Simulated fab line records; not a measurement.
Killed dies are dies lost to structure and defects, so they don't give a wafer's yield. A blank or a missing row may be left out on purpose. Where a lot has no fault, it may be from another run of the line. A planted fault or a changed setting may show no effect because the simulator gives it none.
fab line records :: flow sky130
[record]
  lots = 5
  wafers = 15
  last-day = 50
route steps=708 shown METAL4@598 CAP2M@603
lots untouched by any fault: they come from a run of this same line in which no faults occurred
start-h: hours from the record's first day to the start of the lot's first wafer shown :: wait-h: how many hours have passed since the lot's step before this one :: " identical to the entry in the row above :: L1.1+2: one row covering several wafers at once :: - no value, or no start given :: * or withheld: withheld :: < > ~ a bound
route shown NAME@n: a module of which the file shows steps, and the number in the route of the first :: usual: mean and standard deviation over wafers with no fault :: same: alike in all rows :: chamber/n: place in a boat :: sites: the reading at each site :: _std_site: their standard deviation :: _edge_site: the outer-site mean with the inner-site mean subtracted :: radius-mm: how far each site lies from the wafer's centre :: mask NAME#n: copy n :: behind: the tool/chamber that last shaped the wafer :: hold: why the lot was held/for how many hours/how that ended :: device: names the non-switching transistor (n, p or np) :: end of line: the route-end tests of the same wafers :: step lacking rows: just its recipe :: killed: not the wafer's yield, but the dies lost to structure and defects at the first sort :: map: the dies of a wafer, with x for killed, . for not killed, _ for no die there
set.NAME: the setting as run; set.NAME@STEP: as run at that earlier step :: model.NAME: the simulator's own value behind a step, which no gauge read
a table for each step, a row for each wafer; lots at some steps of the route
services: the hour from which a tool's chamber was out of use, counted from the record's first day as start-h (under 0 if before that day), plus the number of hours and why
[[steps]]
[step SKY_METAL4_SPUTTER_00]
[recipe]
  material = Ti
  target-thk-nm = 15
  power-w = 3000
  time-s = 10
  chamber-pressure-pa = 0.4
[usual]
  throttle-valve-pct = 29.8/1.3
lot.wafer: L076.2
tool: pvd-sputter-04
chamber: -
start-h: 980.10
wait-h: 0.2
throttle-valve-pct: 28.7

lot.wafer: L076.4
tool: pvd-sputter-04
chamber: -
start-h: 980.10
wait-h: 0.2
throttle-valve-pct: 30.0

lot.wafer: L076.6
tool: pvd-sputter-04
chamber: -
start-h: 980.10
wait-h: 0.2
throttle-valve-pct: 28.6

lot.wafer: L083.1
tool: pvd-sputter-01
chamber: -
start-h: 1019.98
wait-h: 0.1
throttle-valve-pct: 32.1

lot.wafer: L083.4
tool: pvd-sputter-01
chamber: -
start-h: 1019.98
wait-h: 0.1
throttle-valve-pct: 31.1

lot.wafer: L083.5
tool: pvd-sputter-01
chamber: -
start-h: 1019.98
wait-h: 0.1
throttle-valve-pct: 31.1

lot.wafer: L087.4
tool: pvd-sputter-04
chamber: -
start-h: 1044.59
wait-h: 0.2
throttle-valve-pct: 28.0

lot.wafer: L087.5
tool: pvd-sputter-04
chamber: -
start-h: 1044.59
wait-h: 0.2
throttle-valve-pct: 28.5

lot.wafer: L087.6
tool: pvd-sputter-04
chamber: -
start-h: 1044.59
wait-h: 0.2
throttle-valve-pct: 29.8

lot.wafer: L089.1
tool: pvd-sputter-01
chamber: -
start-h: 1056.00
wait-h: 0.1
throttle-valve-pct: 31.9

lot.wafer: L089.2
tool: pvd-sputter-01
chamber: -
start-h: 1056.00
wait-h: 0.1
throttle-valve-pct: 30.7

lot.wafer: L089.6
tool: pvd-sputter-01
chamber: -
start-h: 1056.00
wait-h: 0.1
throttle-valve-pct: 30.8

lot.wafer: L094.1
tool: pvd-sputter-04
chamber: -
start-h: 1084.09
wait-h: 0.1
throttle-valve-pct: 30.1

lot.wafer: L094.2
tool: pvd-sputter-04
chamber: -
start-h: 1084.09
wait-h: 0.1
throttle-valve-pct: 30.9

lot.wafer: L094.6
tool: pvd-sputter-04
chamber: -
start-h: 1084.09
wait-h: 0.1
throttle-valve-pct: 27.9
[step SKY_METAL4_SPUTTER_01]
[recipe]
  material = TiN
  target-thk-nm = 20
  power-w = 6500
  time-s = 16.7
  chamber-pressure-pa = 0.4
[usual]
  throttle-valve-pct = 29.8/1.3
lot.wafer: L076.2
tool: pvd-sputter-04
chamber: -
start-h: 980.12
wait-h: 0.0
throttle-valve-pct: 28.5

lot.wafer: L076.4
tool: pvd-sputter-04
chamber: -
start-h: 980.12
wait-h: 0.0
throttle-valve-pct: 30.0

lot.wafer: L076.6
tool: pvd-sputter-04
chamber: -
start-h: 980.12
wait-h: 0.0
throttle-valve-pct: 28.5

lot.wafer: L083.1
tool: pvd-sputter-01
chamber: -
start-h: 1020.01
wait-h: 0.0
throttle-valve-pct: 32.0

lot.wafer: L083.4
tool: pvd-sputter-01
chamber: -
start-h: 1020.01
wait-h: 0.0
throttle-valve-pct: 30.9

lot.wafer: L083.5
tool: pvd-sputter-01
chamber: -
start-h: 1020.01
wait-h: 0.0
throttle-valve-pct: 31.1

lot.wafer: L087.4
tool: pvd-sputter-04
chamber: -
start-h: 1044.61
wait-h: 0.0
throttle-valve-pct: 28.3

lot.wafer: L087.5
tool: pvd-sputter-04
chamber: -
start-h: 1044.61
wait-h: 0.0
throttle-valve-pct: 28.7

lot.wafer: L087.6
tool: pvd-sputter-04
chamber: -
start-h: 1044.61
wait-h: 0.0
throttle-valve-pct: 30.0

lot.wafer: L089.1
tool: pvd-sputter-01
chamber: -
start-h: 1056.02
wait-h: 0.0
throttle-valve-pct: 31.9

lot.wafer: L089.2
tool: pvd-sputter-01
chamber: -
start-h: 1056.02
wait-h: 0.0
throttle-valve-pct: 31.2

lot.wafer: L089.6
tool: pvd-sputter-01
chamber: -
start-h: 1056.02
wait-h: 0.0
throttle-valve-pct: 31.0

lot.wafer: L094.1
tool: pvd-sputter-04
chamber: -
start-h: 1084.11
wait-h: 0.0
throttle-valve-pct: 29.6

lot.wafer: L094.2
tool: pvd-sputter-04
chamber: -
start-h: 1084.11
wait-h: 0.0
throttle-valve-pct: 30.6

lot.wafer: L094.6
tool: pvd-sputter-04
chamber: -
start-h: 1084.11
wait-h: 0.0
throttle-valve-pct: 28.0
[step SKY_METAL4_SPUTTER_02]
[recipe]
  material = AlCu
  target-thk-nm = 735
  power-w = 10600
  time-s = 39.1
  chamber-pressure-pa = 0.4
[usual]
  throttle-valve-pct = 29.8/1.3
lot.wafer: L076.2
tool: pvd-sputter-04
chamber: -
start-h: 980.14
wait-h: 0.0
throttle-valve-pct: 28.6

lot.wafer: L076.4
tool: pvd-sputter-04
chamber: -
start-h: 980.14
wait-h: 0.0
throttle-valve-pct: 30.1

lot.wafer: L076.6
tool: pvd-sputter-04
chamber: -
start-h: 980.14
wait-h: 0.0
throttle-valve-pct: 28.5

lot.wafer: L083.1
tool: pvd-sputter-01
chamber: -
start-h: 1020.04
wait-h: 0.0
throttle-valve-pct: 32.0

lot.wafer: L083.4
tool: pvd-sputter-01
chamber: -
start-h: 1020.04
wait-h: 0.0
throttle-valve-pct: 31.4

lot.wafer: L083.5
tool: pvd-sputter-01
chamber: -
start-h: 1020.04
wait-h: 0.0
throttle-valve-pct: 31.1

lot.wafer: L087.4
tool: pvd-sputter-04
chamber: -
start-h: 1044.64
wait-h: 0.0
throttle-valve-pct: 28.2

lot.wafer: L087.5
tool: pvd-sputter-04
chamber: -
start-h: 1044.64
wait-h: 0.0
throttle-valve-pct: 28.4

lot.wafer: L087.6
tool: pvd-sputter-04
chamber: -
start-h: 1044.64
wait-h: 0.0
throttle-valve-pct: 29.7

lot.wafer: L089.1
tool: pvd-sputter-01
chamber: -
start-h: 1056.05
wait-h: 0.0
throttle-valve-pct: 32.2

lot.wafer: L089.2
tool: pvd-sputter-01
chamber: -
start-h: 1056.05
wait-h: 0.0
throttle-valve-pct: 31.4

lot.wafer: L089.6
tool: pvd-sputter-01
chamber: -
start-h: 1056.05
wait-h: 0.0
throttle-valve-pct: 31.5

lot.wafer: L094.1
tool: pvd-sputter-04
chamber: -
start-h: 1084.14
wait-h: 0.0
throttle-valve-pct: 29.8

lot.wafer: L094.2
tool: pvd-sputter-04
chamber: -
start-h: 1084.14
wait-h: 0.0
throttle-valve-pct: 30.9

lot.wafer: L094.6
tool: pvd-sputter-04
chamber: -
start-h: 1084.14
wait-h: 0.0
throttle-valve-pct: 28.1
[step SKY_METAL4_SPUTTER_03]
[recipe]
  material = Ti
  target-thk-nm = 5
  power-w = 3000
  time-s = 3.3
  chamber-pressure-pa = 0.4
[usual]
  throttle-valve-pct = 29.8/1.3
lot.wafer: L076.2
tool: pvd-sputter-04
chamber: -
start-h: 980.18
wait-h: 0.0
throttle-valve-pct: 28.4

lot.wafer: L076.4
tool: pvd-sputter-04
chamber: -
start-h: 980.18
wait-h: 0.0
throttle-valve-pct: 30.1

lot.wafer: L076.6
tool: pvd-sputter-04
chamber: -
start-h: 980.18
wait-h: 0.0
throttle-valve-pct: 28.2

lot.wafer: L083.1
tool: pvd-sputter-01
chamber: -
start-h: 1020.08
wait-h: 0.0
throttle-valve-pct: 32.0

lot.wafer: L083.4
tool: pvd-sputter-01
chamber: -
start-h: 1020.08
wait-h: 0.0
throttle-valve-pct: 31.2

lot.wafer: L083.5
tool: pvd-sputter-01
chamber: -
start-h: 1020.08
wait-h: 0.0
throttle-valve-pct: 31.3

lot.wafer: L087.4
tool: pvd-sputter-04
chamber: -
start-h: 1044.68
wait-h: 0.0
throttle-valve-pct: 27.9

lot.wafer: L087.5
tool: pvd-sputter-04
chamber: -
start-h: 1044.68
wait-h: 0.0
throttle-valve-pct: 28.5

lot.wafer: L087.6
tool: pvd-sputter-04
chamber: -
start-h: 1044.68
wait-h: 0.0
throttle-valve-pct: 29.8

lot.wafer: L089.1
tool: pvd-sputter-01
chamber: -
start-h: 1056.09
wait-h: 0.0
throttle-valve-pct: 32.1

lot.wafer: L089.2
tool: pvd-sputter-01
chamber: -
start-h: 1056.09
wait-h: 0.0
throttle-valve-pct: 31.2

lot.wafer: L089.6
tool: pvd-sputter-01
chamber: -
start-h: 1056.09
wait-h: 0.0
throttle-valve-pct: 31.2

lot.wafer: L094.1
tool: pvd-sputter-04
chamber: -
start-h: 1084.18
wait-h: 0.0
throttle-valve-pct: 30.3

lot.wafer: L094.2
tool: pvd-sputter-04
chamber: -
start-h: 1084.18
wait-h: 0.0
throttle-valve-pct: 30.7

lot.wafer: L094.6
tool: pvd-sputter-04
chamber: -
start-h: 1084.18
wait-h: 0.0
throttle-valve-pct: 27.8
[step SKY_METAL4_SPUTTER_04]
[recipe]
  material = TiN
  target-thk-nm = 70
  power-w = 6500
  time-s = 58.3
  chamber-pressure-pa = 0.4
[usual]
  throttle-valve-pct = 29.8/1.3
lot.wafer: L076.2
tool: pvd-sputter-04
chamber: -
start-h: 980.20
wait-h: 0.0
throttle-valve-pct: 28.4

lot.wafer: L076.4
tool: pvd-sputter-04
chamber: -
start-h: 980.20
wait-h: 0.0
throttle-valve-pct: 29.8

lot.wafer: L076.6
tool: pvd-sputter-04
chamber: -
start-h: 980.20
wait-h: 0.0
throttle-valve-pct: 28.8

lot.wafer: L083.1
tool: pvd-sputter-01
chamber: -
start-h: 1020.10
wait-h: 0.0
throttle-valve-pct: 32.0

lot.wafer: L083.4
tool: pvd-sputter-01
chamber: -
start-h: 1020.10
wait-h: 0.0
throttle-valve-pct: 31.1

lot.wafer: L083.5
tool: pvd-sputter-01
chamber: -
start-h: 1020.10
wait-h: 0.0
throttle-valve-pct: 31.1

lot.wafer: L087.4
tool: pvd-sputter-04
chamber: -
start-h: 1044.70
wait-h: 0.0
throttle-valve-pct: 27.9

lot.wafer: L087.5
tool: pvd-sputter-04
chamber: -
start-h: 1044.70
wait-h: 0.0
throttle-valve-pct: 28.6

lot.wafer: L087.6
tool: pvd-sputter-04
chamber: -
start-h: 1044.70
wait-h: 0.0
throttle-valve-pct: 30.0

lot.wafer: L089.1
tool: pvd-sputter-01
chamber: -
start-h: 1056.10
wait-h: 0.0
throttle-valve-pct: 32.2

lot.wafer: L089.2
tool: pvd-sputter-01
chamber: -
start-h: 1056.10
wait-h: 0.0
throttle-valve-pct: 31.1

lot.wafer: L089.6
tool: pvd-sputter-01
chamber: -
start-h: 1056.10
wait-h: 0.0
throttle-valve-pct: 31.3

lot.wafer: L094.1
tool: pvd-sputter-04
chamber: -
start-h: 1084.20
wait-h: 0.0
throttle-valve-pct: 29.9

lot.wafer: L094.2
tool: pvd-sputter-04
chamber: -
start-h: 1084.20
wait-h: 0.0
throttle-valve-pct: 30.9

lot.wafer: L094.6
tool: pvd-sputter-04
chamber: -
start-h: 1084.20
wait-h: 0.0
throttle-valve-pct: 28.2
[step SKY_CAP2M_CVD_00]
[recipe]
  material = SiO2
  target-thk-nm = 15.5
  temp-c = 400
  time-s = withheld
  rf-w = 450
[usual]
  heater-power-w = 771/67
  rf-fwd-power-W = 441.7/2.1
  susceptor-temp-C = 399.96/0.22
lot.wafer: L076.2
tool: pecvd-04
chamber: 0
start-h: 980.25
wait-h: 0.0
heater-power-w: 839
rf-fwd-power-W: 444.1
susceptor-temp-C: 399.97

lot.wafer: L076.4
tool: pecvd-04
chamber: 0
start-h: 980.25
wait-h: 0.0
heater-power-w: 855
rf-fwd-power-W: 443.7
susceptor-temp-C: 400.00

lot.wafer: L076.6
tool: pecvd-04
chamber: 2
start-h: 980.25
wait-h: 0.0
heater-power-w: 635
rf-fwd-power-W: 441.4
susceptor-temp-C: 399.69

lot.wafer: L083.1
tool: pecvd-03
chamber: 1
start-h: 1020.16
wait-h: 0.0
heater-power-w: 836
rf-fwd-power-W: 438.6
susceptor-temp-C: 400.03

lot.wafer: L083.4
tool: pecvd-03
chamber: 1
start-h: 1020.16
wait-h: 0.0
heater-power-w: 837
rf-fwd-power-W: 439.3
susceptor-temp-C: 399.94

lot.wafer: L083.5
tool: pecvd-03
chamber: 2
start-h: 1020.16
wait-h: 0.0
heater-power-w: 717
rf-fwd-power-W: 442.5
susceptor-temp-C: 400.17

lot.wafer: L087.4
tool: pecvd-04
chamber: 0
start-h: 1044.76
wait-h: 0.0
heater-power-w: 821
rf-fwd-power-W: 446.7
susceptor-temp-C: 400.09

lot.wafer: L087.5
tool: pecvd-04
chamber: 2
start-h: 1044.76
wait-h: 0.0
heater-power-w: 624
rf-fwd-power-W: 441.3
susceptor-temp-C: 399.76

lot.wafer: L087.6
tool: pecvd-04
chamber: 0
start-h: 1044.76
wait-h: 0.0
heater-power-w: 856
rf-fwd-power-W: 443.7
susceptor-temp-C: 399.82

lot.wafer: L089.1
tool: pecvd-02
chamber: 1
start-h: 1056.15
wait-h: 0.0
heater-power-w: 802
rf-fwd-power-W: 441.7
susceptor-temp-C: 400.07

lot.wafer: L089.2
tool: pecvd-02
chamber: 0
start-h: 1056.15
wait-h: 0.0
heater-power-w: 735
rf-fwd-power-W: 443.4
susceptor-temp-C: 400.21

lot.wafer: L089.6
tool: pecvd-02
chamber: 2
start-h: 1056.15
wait-h: 0.0
heater-power-w: 794
rf-fwd-power-W: 438.6
susceptor-temp-C: 400.05

lot.wafer: L094.1
tool: pecvd-03
chamber: 1
start-h: 1084.25
wait-h: 0.0
heater-power-w: 837
rf-fwd-power-W: 439.8
susceptor-temp-C: 400.15

lot.wafer: L094.2
tool: pecvd-03
chamber: 2
start-h: 1084.25
wait-h: 0.0
heater-power-w: 753
rf-fwd-power-W: 441.9
susceptor-temp-C: 399.77

lot.wafer: L094.6
tool: pecvd-03
chamber: 1
start-h: 1084.25
wait-h: 0.0
heater-power-w: 861
rf-fwd-power-W: 439.8
susceptor-temp-C: 400.05
[step SKY_CAP2M_THK_MEAS_01]
[recipe]
  reads = SiO2_of_CAP2M_CVD_00
[usual]
  CAP2M_CVD_00_THK = 15.45/0.3
lot.wafer: L076.2
tool: film-metro-02
chamber: -
start-h: 980.28
wait-h: -
CAP2M_CVD_00_THK[nm]: 15.46

lot.wafer: L076.4
tool: film-metro-02
chamber: -
start-h: 980.28
wait-h: -
CAP2M_CVD_00_THK[nm]: 15.55

lot.wafer: L076.6
tool: film-metro-02
chamber: -
start-h: 980.28
wait-h: -
CAP2M_CVD_00_THK[nm]: 15.93

lot.wafer: L083.1
tool: film-metro-03
chamber: -
start-h: 1020.19
wait-h: -
CAP2M_CVD_00_THK[nm]: 15.51

lot.wafer: L083.4
tool: film-metro-03
chamber: -
start-h: 1020.19
wait-h: -
CAP2M_CVD_00_THK[nm]: 15.87

lot.wafer: L083.5
tool: film-metro-03
chamber: -
start-h: 1020.19
wait-h: -
CAP2M_CVD_00_THK[nm]: 15.86

lot.wafer: L087.4
tool: film-metro-03
chamber: -
start-h: 1044.81
wait-h: -
CAP2M_CVD_00_THK[nm]: 14.86

lot.wafer: L087.5
tool: film-metro-03
chamber: -
start-h: 1044.81
wait-h: -
CAP2M_CVD_00_THK[nm]: 15.17

lot.wafer: L087.6
tool: film-metro-03
chamber: -
start-h: 1044.81
wait-h: -
CAP2M_CVD_00_THK[nm]: 14.82

lot.wafer: L089.1
tool: film-metro-04
chamber: -
start-h: 1056.18
wait-h: -
CAP2M_CVD_00_THK[nm]: 15.61

lot.wafer: L089.2
tool: film-metro-04
chamber: -
start-h: 1056.18
wait-h: -
CAP2M_CVD_00_THK[nm]: 15.04

lot.wafer: L089.6
tool: film-metro-04
chamber: -
start-h: 1056.18
wait-h: -
CAP2M_CVD_00_THK[nm]: 15.58

lot.wafer: L094.1
tool: film-metro-02
chamber: -
start-h: 1084.27
wait-h: -
CAP2M_CVD_00_THK[nm]: 15.69

lot.wafer: L094.2
tool: film-metro-02
chamber: -
start-h: 1084.27
wait-h: -
CAP2M_CVD_00_THK[nm]: 15.64

lot.wafer: L094.6
tool: film-metro-02
chamber: -
start-h: 1084.27
wait-h: -
CAP2M_CVD_00_THK[nm]: 16.03
[step SKY_CAP2M_SPUTTER_02]
[recipe]
  material = TiN
  target-thk-nm = 200
  temp-c = 300
  power-w = 6500
  time-s = 166.7
  chamber-pressure-pa = 0.4
[usual]
  susceptor-temp-C = 300.00/0.2
  throttle-valve-pct = 30.1/1.2
lot.wafer: L076.2
tool: pvd-sputter-02
chamber: -
start-h: 980.33
wait-h: 0.0
susceptor-temp-C: 300.06
throttle-valve-pct: 28.8

lot.wafer: L076.4
tool: pvd-sputter-02
chamber: -
start-h: 980.33
wait-h: 0.0
susceptor-temp-C: 300.03
throttle-valve-pct: 30.8

lot.wafer: L076.6
tool: pvd-sputter-02
chamber: -
start-h: 980.33
wait-h: 0.0
susceptor-temp-C: 299.97
throttle-valve-pct: 28.9

lot.wafer: L083.1
tool: pvd-sputter-04
chamber: -
start-h: 1020.25
wait-h: 0.1
susceptor-temp-C: 299.91
throttle-valve-pct: 30.8

lot.wafer: L083.4
tool: pvd-sputter-04
chamber: -
start-h: 1020.25
wait-h: 0.1
susceptor-temp-C: 299.63
throttle-valve-pct: 28.4

lot.wafer: L083.5
tool: pvd-sputter-04
chamber: -
start-h: 1020.25
wait-h: 0.1
susceptor-temp-C: 299.83
throttle-valve-pct: 30.9

lot.wafer: L087.4
tool: pvd-sputter-02
chamber: -
start-h: 1044.84
wait-h: 0.0
susceptor-temp-C: 300.26
throttle-valve-pct: 31.0

lot.wafer: L087.5
tool: pvd-sputter-02
chamber: -
start-h: 1044.84
wait-h: 0.0
susceptor-temp-C: 299.27
throttle-valve-pct: 28.9

lot.wafer: L087.6
tool: pvd-sputter-02
chamber: -
start-h: 1044.84
wait-h: 0.0
susceptor-temp-C: 299.66
throttle-valve-pct: 29.7

lot.wafer: L089.1
tool: pvd-sputter-04
chamber: -
start-h: 1056.24
wait-h: 0.1
susceptor-temp-C: 300.25
throttle-valve-pct: 30.3

lot.wafer: L089.2
tool: pvd-sputter-04
chamber: -
start-h: 1056.24
wait-h: 0.1
susceptor-temp-C: 300.02
throttle-valve-pct: 30.8

lot.wafer: L089.6
tool: pvd-sputter-04
chamber: -
start-h: 1056.24
wait-h: 0.1
susceptor-temp-C: 299.77
throttle-valve-pct: 30.6

lot.wafer: L094.1
tool: pvd-sputter-01
chamber: -
start-h: 1084.33
wait-h: 0.1
susceptor-temp-C: 300.42
throttle-valve-pct: 31.7

lot.wafer: L094.2
tool: pvd-sputter-01
chamber: -
start-h: 1084.33
wait-h: 0.1
susceptor-temp-C: 300.03
throttle-valve-pct: 31.4

lot.wafer: L094.6
tool: pvd-sputter-01
chamber: -
start-h: 1084.33
wait-h: 0.1
susceptor-temp-C: 300.14
throttle-valve-pct: 31.4
[step SKY_CAP2M_RS_MEAS_03]
[recipe]
  thk-meas-gauge = four-point-probe
  reads = TiN_of_CAP2M_SPUTTER_02
[usual]
  CAP2M_TIN_RS = 6.89/0.1
lot.wafer: L076.2
tool: film-metro-03
chamber: -
start-h: 980.46
wait-h: 0.1
CAP2M_TIN_RS[ohm/sq]: 6.89

lot.wafer: L076.4
tool: film-metro-03
chamber: -
start-h: 980.46
wait-h: 0.1
CAP2M_TIN_RS[ohm/sq]: 7.04

lot.wafer: L076.6
tool: film-metro-03
chamber: -
start-h: 980.46
wait-h: 0.1
CAP2M_TIN_RS[ohm/sq]: 6.89

lot.wafer: L083.1
tool: film-metro-02
chamber: -
start-h: 1020.36
wait-h: 0.1
CAP2M_TIN_RS[ohm/sq]: 6.86

lot.wafer: L083.4
tool: film-metro-02
chamber: -
start-h: 1020.36
wait-h: 0.1
CAP2M_TIN_RS[ohm/sq]: 6.79

lot.wafer: L083.5
tool: film-metro-02
chamber: -
start-h: 1020.36
wait-h: 0.1
CAP2M_TIN_RS[ohm/sq]: 6.94

lot.wafer: L087.4
tool: film-metro-02
chamber: -
start-h: 1045.01
wait-h: 0.1
CAP2M_TIN_RS[ohm/sq]: 7.01

lot.wafer: L087.5
tool: film-metro-02
chamber: -
start-h: 1045.01
wait-h: 0.1
CAP2M_TIN_RS[ohm/sq]: 6.79

lot.wafer: L087.6
tool: film-metro-02
chamber: -
start-h: 1045.01
wait-h: 0.1
CAP2M_TIN_RS[ohm/sq]: 6.91

lot.wafer: L089.1
tool: film-metro-04
chamber: -
start-h: 1056.34
wait-h: 0.1
CAP2M_TIN_RS[ohm/sq]: 6.76

lot.wafer: L089.2
tool: film-metro-04
chamber: -
start-h: 1056.34
wait-h: 0.1
CAP2M_TIN_RS[ohm/sq]: 6.98

lot.wafer: L089.6
tool: film-metro-04
chamber: -
start-h: 1056.34
wait-h: 0.1
CAP2M_TIN_RS[ohm/sq]: 7.06

lot.wafer: L094.1
tool: film-metro-04
chamber: -
start-h: 1084.44
wait-h: 0.1
CAP2M_TIN_RS[ohm/sq]: 6.82

lot.wafer: L094.2
tool: film-metro-04
chamber: -
start-h: 1084.44
wait-h: 0.1
CAP2M_TIN_RS[ohm/sq]: 6.89

lot.wafer: L094.6
tool: film-metro-04
chamber: -
start-h: 1084.44
wait-h: 0.1
CAP2M_TIN_RS[ohm/sq]: 6.88
[[services]]
tool: pvd-sputter-01
chamber: -
start-h: 962.29
hours: 24.6
kind: repair

tool: pecvd-04
chamber: 1
start-h: 962.59
hours: 2.1
kind: scheduled-down

tool: pecvd-04
chamber: 2
start-h: 966.02
hours: 2.1
kind: scheduled-down

tool: pecvd-02
chamber: 0
start-h: 970.30
hours: 5.5
kind: scheduled-down

tool: pecvd-02
chamber: 1
start-h: 981.98
hours: 12.2
kind: repair

tool: pecvd-02
chamber: -
start-h: 982.04
hours: 1.7
kind: repair

tool: pecvd-02
chamber: 2
start-h: 984.69
hours: 11.7
kind: repair

tool: pecvd-03
chamber: 1
start-h: 989.42
hours: 2.1
kind: scheduled-down

tool: pecvd-04
chamber: 1
start-h: 999.38
hours: -
kind: clean

tool: pecvd-04
chamber: 1
start-h: 999.38
hours: -
kind: consumable-replace:showerhead

tool: pecvd-04
chamber: 1
start-h: 999.38
hours: 29.0
kind: scheduled-down

tool: pecvd-04
chamber: 1
start-h: 999.38
hours: 29.0
kind: vent-cycle

tool: pecvd-03
chamber: -
start-h: 1004.36
hours: 2.8
kind: pm

tool: pecvd-02
chamber: 1
start-h: 1008.41
hours: 11.7
kind: repair

tool: pecvd-03
chamber: 0
start-h: 1017.36
hours: 5.5
kind: scheduled-down

tool: pecvd-02
chamber: 1
start-h: 1020.08
hours: 2.1
kind: scheduled-down

tool: pecvd-02
chamber: 2
start-h: 1022.21
hours: 2.1
kind: scheduled-down

tool: pvd-sputter-04
chamber: -
start-h: 1026.40
hours: 2.1
kind: repair

tool: pecvd-04
chamber: 1
start-h: 1043.91
hours: 6.3
kind: repair

tool: pecvd-04
chamber: -
start-h: 1081.04
hours: 22.9
kind: repair
[[key]]
fault none
